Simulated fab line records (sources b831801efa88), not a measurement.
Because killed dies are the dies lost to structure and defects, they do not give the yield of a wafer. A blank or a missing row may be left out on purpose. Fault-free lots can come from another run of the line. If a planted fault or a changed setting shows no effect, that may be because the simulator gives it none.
Which tool did it?	flow gf180mcu	13 lots, 39 wafers sampled, at 5 steps of a route of 602

## WHAT THE GAUGES READ, wafer by wafer
GF_V5_THK_MEAS_03. Usual: V5_CVD_02_THK typically reads 1448 nm, with standard deviation 20.
lot	measured	on	V5_CVD_02_THK (nm)	flag
L290	day 26 21:25	film-metro-01	1468 1450 1468	
L288	day 27 01:02	film-metro-02	1446 1448 1482	
L289	day 27 02:13	film-metro-04	1458 1439 1462	
L287	day 27 05:34	film-metro-01	1450 1446 1429	
L293	day 27 15:14	film-metro-04	1398 1466 1433	
L294	day 28 01:55	film-metro-01	1428 1445 1439	
L295	day 28 04:49	film-metro-04	1427 1455 1474	
L297	day 28 21:38	film-metro-02	1430 1449 1468	
L298	day 29 05:29	film-metro-02	1461 1474 1474	
L300	day 29 21:08	film-metro-01	1431 1442 1467	
L302	day 30 18:20	film-metro-01	1433 1449 1867	OFF
L304	day 30 23:10	film-metro-02	1442 1451 1451	
L310	day 32 13:14	film-metro-02	1430 1470 1429	

GF_V5_OVL_MEAS_15. Usual: V5_OVL typically reads 0 nm, with standard deviation 5.6.
lot	measured	on	V5_OVL (nm)	flag
L290	day 27 19:57	overlay-01	2 -8 -5	
L288	day 27 23:39	overlay-01	1 -2 -9	
L289	day 28 01:15	overlay-01	-5 -1 -1	
L287	day 28 04:00	overlay-01	-6 -3 -7	
L293	day 28 12:34	overlay-01	-9 -6 -4	
L294	day 28 23:06	overlay-01	-1 0 -1	
L295	day 29 02:30	overlay-02	6 -8 0	
L297	day 29 19:12	overlay-01	-4 -7 0	
L298	day 30 02:24	overlay-02	-8 -6 0	
L300	day 30 16:24	overlay-01	-1 1 9	
L302	day 31 12:10	overlay-02	4 2 3	
L304	day 31 17:05	overlay-01	-3 -1 1	
L310	day 33 05:25	overlay-02	3 -1 11	

## EACH LOT AND THE TOOL THAT RAN IT (in order: tool; ch and the chambers of the sampled wafers; start)
lot	GF_MIM_SPUTTER_02	GF_MIM_SPUTTER_04	GF_V5_CVD_02
L290	pvd-sputter-04, day 25 00:40	pvd-sputter-04, day 25 00:43	pecvd-01 ch 0,1, day 26 21:18
L288	pvd-sputter-04, day 25 03:04	pvd-sputter-04, day 25 03:07	pecvd-01 ch 1,2, day 27 00:56
L289	pvd-sputter-03, day 25 04:16	pvd-sputter-03, day 25 04:19	pecvd-03 ch 0,2, day 27 02:07
L287	pvd-sputter-04, day 25 07:19	pvd-sputter-04, day 25 07:22	pecvd-02 ch 0,1,2, day 27 05:28
L293	pvd-sputter-03, day 25 18:08	pvd-sputter-03, day 25 18:11	pecvd-02 ch 0,1,2, day 27 15:06
L294	pvd-sputter-01, day 26 04:06	pvd-sputter-01, day 26 04:09	pecvd-01 ch 0,1, day 28 01:49
L295	pvd-sputter-03, day 26 07:01	pvd-sputter-03, day 26 07:04	pecvd-01 ch 1,2, day 28 04:43
L297	pvd-sputter-01, day 27 00:31	pvd-sputter-01, day 27 00:34	pecvd-02 ch 0,1, day 28 21:31
L298	pvd-sputter-01, day 27 08:17	pvd-sputter-01, day 27 08:20	pecvd-01 ch 0,2, day 29 05:23
L300	pvd-sputter-01, day 28 02:07	pvd-sputter-01, day 28 02:10	pecvd-01 ch 0,1,2, day 29 21:01
L302	pvd-sputter-04, day 29 02:16	pvd-sputter-04, day 29 02:19	pecvd-01 ch 0,1,2, day 30 18:14
L304	pvd-sputter-01, day 29 08:55	pvd-sputter-01, day 29 08:58	pecvd-02 ch 1,2, day 30 23:02
L310	pvd-sputter-04, day 31 04:01	pvd-sputter-04, day 31 04:04	pecvd-02 ch 0,1,2, day 32 13:07
- GF_MIM_SPUTTER_02: material AlCu, target thk 450 nm, time 23.9 s.
- GF_MIM_SPUTTER_04: material TiN, target thk 50 nm, time 41.7 s.
- GF_V5_CVD_02: deposits SiO2 from TEOS, target thk 1450 nm, time 163.28 s.

## WHAT THE TOOLS THEMSELVES READ (means of the sampled wafers that have a number; where no wafer has one, the mark that the record gives instead)
GF_MIM_SPUTTER_02. Usual: 30.9 % for throttle-valve-pct, sd 1.1.
lot	tool	throttle-valve-pct (%)	flag
L290	pvd-sputter-04	31.4	
L288	pvd-sputter-04	30.2	
L289	pvd-sputter-03	31.7	
L287	pvd-sputter-04	31.5	
L293	pvd-sputter-03	30.6	
L294	pvd-sputter-01	31.4	
L295	pvd-sputter-03	31.0	
L297	pvd-sputter-01	31.1	
L298	pvd-sputter-01	31.0	
L300	pvd-sputter-01	31.1	
L302	pvd-sputter-04	31.1	
L304	pvd-sputter-01	31.4	
L310	pvd-sputter-04	30.6	

GF_MIM_SPUTTER_04. Usual: 30.9 % for throttle-valve-pct, sd 1.1.
lot	tool	throttle-valve-pct (%)	flag
L290	pvd-sputter-04	31.1	
L288	pvd-sputter-04	30.4	
L289	pvd-sputter-03	31.7	
L287	pvd-sputter-04	31.7	
L293	pvd-sputter-03	30.8	
L294	pvd-sputter-01	31.5	
L295	pvd-sputter-03	31.1	
L297	pvd-sputter-01	31.1	
L298	pvd-sputter-01	31.1	
L300	pvd-sputter-01	31.3	
L302	pvd-sputter-04	31.2	
L304	pvd-sputter-01	31.2	
L310	pvd-sputter-04	30.6	

GF_V5_CVD_02. Usual: 651 W for heater-power-w, sd 120.
lot	tool	heater-power-w (W)	flag
L290	pecvd-01	534	
L288	pecvd-01	697	
L289	pecvd-03	669	
L287	pecvd-02	739	
L293	pecvd-02	638	
L294	pecvd-01	545	
L295	pecvd-01	722	
L297	pecvd-02	675	
L298	pecvd-01	618	
L300	pecvd-01	606	
L302	pecvd-01	589	
L304	pecvd-02	662	
L310	pecvd-02	639	

## THE ANSWER, worked out from the rows above alone
Rule: lot off if the mean of its wafers having a number is beyond 3 standard deviations from the usual mean. A lot without any number at a reading at which 4 lots or more have one is off too. The other lots that the step has rows for count as sound. After the gauges, taken in route order, come the tools' own readings; for these a lot's mean is taken, as printed above. The first step at which some lot is off is used, and at that step the reading that is off furthest; a lot without a number counts as furthest.
Off: L302, at GF_V5_THK_MEAS_03 (V5_CVD_02_THK).
A tool fits if, at a process step before that reading, it ran every lot that is off, and no sound lot after the first of them. The gauges at GF_V5_THK_MEAS_03 are tried like those tools. Can't be told from this: 2 tools fit, pecvd-01 at GF_V5_CVD_02, film-metro-01 at GF_V5_THK_MEAS_03.

## WHAT WAS PUT IN BY THE SIMULATOR
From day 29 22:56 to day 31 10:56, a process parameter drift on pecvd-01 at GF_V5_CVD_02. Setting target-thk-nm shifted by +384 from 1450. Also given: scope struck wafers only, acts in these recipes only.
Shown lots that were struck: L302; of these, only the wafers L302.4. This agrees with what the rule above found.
